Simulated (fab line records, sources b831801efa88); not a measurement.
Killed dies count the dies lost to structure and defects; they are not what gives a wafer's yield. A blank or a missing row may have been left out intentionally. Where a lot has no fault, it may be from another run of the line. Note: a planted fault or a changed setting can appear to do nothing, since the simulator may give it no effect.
Struck lot and sound lot, side by side    flow sky130    15 out of 708 route steps
Sound: these wafers, L203.2, L203.5, L203.6. Wafers L215.1, L215.3, L215.6 were the ones struck. Last of all comes the cause.
Each step with rows lists, per side, the tool, then ch with its chambers, then its first start. Under that, the readings that differ: sound wafers    struck wafers    difference of the means    sigmas: that difference in standard deviations of wafers without a fault.
alike: same words and numbers on both sides, and readings whose means sit less than 2 such deviations apart. not compared: any withheld reading, any reading some wafer has no value for, any bound like >300 that may hide the same value, and any number with overlapping values for which the record gives no deviation.
A row with sigmas, a row that says differs or no value, or rows on one side alone: a step with any of these is where the two part. Non-overlapping numbers with no deviation appear without sigmas and do not part them. A reading missing from all wafers of one side parts the sides only when that side holds two or more wafers.

first, 1 step without rows for these wafers: SKY_SONOS_ONO_WET_ETCH_16 (etches SiO2 in dHF, target depth 14 nm, time 280 s).
SKY_SONOS_ONO_STRIP_17: strips in O2/N2.
  sound on plasma_asher-04 ch 0,1, day 13 23:48; struck on plasma_asher-02 ch 0,1, day 17 22:23
  alike: drypump_motor_current_A, oes_product_au, strip_time_to_endpoint_s
  not compared: rf_hours_counter_h
then, 3 steps without rows for these wafers: SKY_SONOS_ONO_WET_ETCH_18 (etches Si3N4 in H3PO4, target depth 15 nm, time 172 s); SKY_GATE_OXIDE_CLEAN_00 (cleans in SC1/SC2, time 150 s); SKY_GATE_OXIDE_OXIDATION_01 (stabilise 600 s, purge 300 s, target thk 10.268 nm).
SKY_GATE_OXIDE_THK_MEAS_02:
  struck on film_metro-01, day 18 00:35; sound on film_metro-04, day 14 06:44
  alike: GATE_OXIDE_OXIDATION_00_THK
then, 6 steps without rows for these wafers: SKY_GATE_OXIDE_DEHYDRATE_03 (time 60 s); SKY_GATE_OXIDE_HMDS_04 (prime time 60 s); SKY_GATE_OXIDE_COAT_05 (resist thk 1140 nm); SKY_GATE_OXIDE_SOFTBAKE_06 (time 60 s); SKY_GATE_OXIDE_EXPOSE_07 (exposes mask LVOM, target cd 600 nm); SKY_GATE_OXIDE_PEB_08.
SKY_GATE_OXIDE_DEVELOP_09: develop time 60 s.
  sound on litho_track-03 ch 0, day 15 08:42; struck on litho_track-04 ch 0, day 19 06:26
reading               sound              struck             difference  sigmas
developer_temp_C (C)  23.02 23.34 23.08  22.02 22.04 22.13  -1.08       -11
SKY_GATE_OXIDE_OVL_MEAS_10:
  struck on overlay-02, day 19 06:35; sound on overlay-01, day 15 08:50
  alike: GATE_OXIDE_OVL
-- a jump in the record: the struck wafers' starts before and after are 30 days apart (it breaks off in module GATE_OXIDE and resumes in module PAD_OPEN, where the first step shown is number 708 of the route) --
SKY_PAD_OPEN_PROBE_99:
  struck on prober-01, day 49 10:41; sound on prober-02, day 46 22:39
  alike: killed_at_M0_to_M3, killed_at_M4_up, killed_at_contacts, killed_at_front_end, killed_at_other, killed_dies, killed_open, killed_short

WHERE THEY PART
Within this record, at SKY_GATE_OXIDE_DEVELOP_09 only. Later steps at which nothing parts them and some readings are alike: SKY_GATE_OXIDE_OVL_MEAS_10, SKY_PAD_OPEN_PROBE_99.

WHY: what the simulator had put in
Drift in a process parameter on litho_track-04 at SKY_GATE_OXIDE_DEVELOP_09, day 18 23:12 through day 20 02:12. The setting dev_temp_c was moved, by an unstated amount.
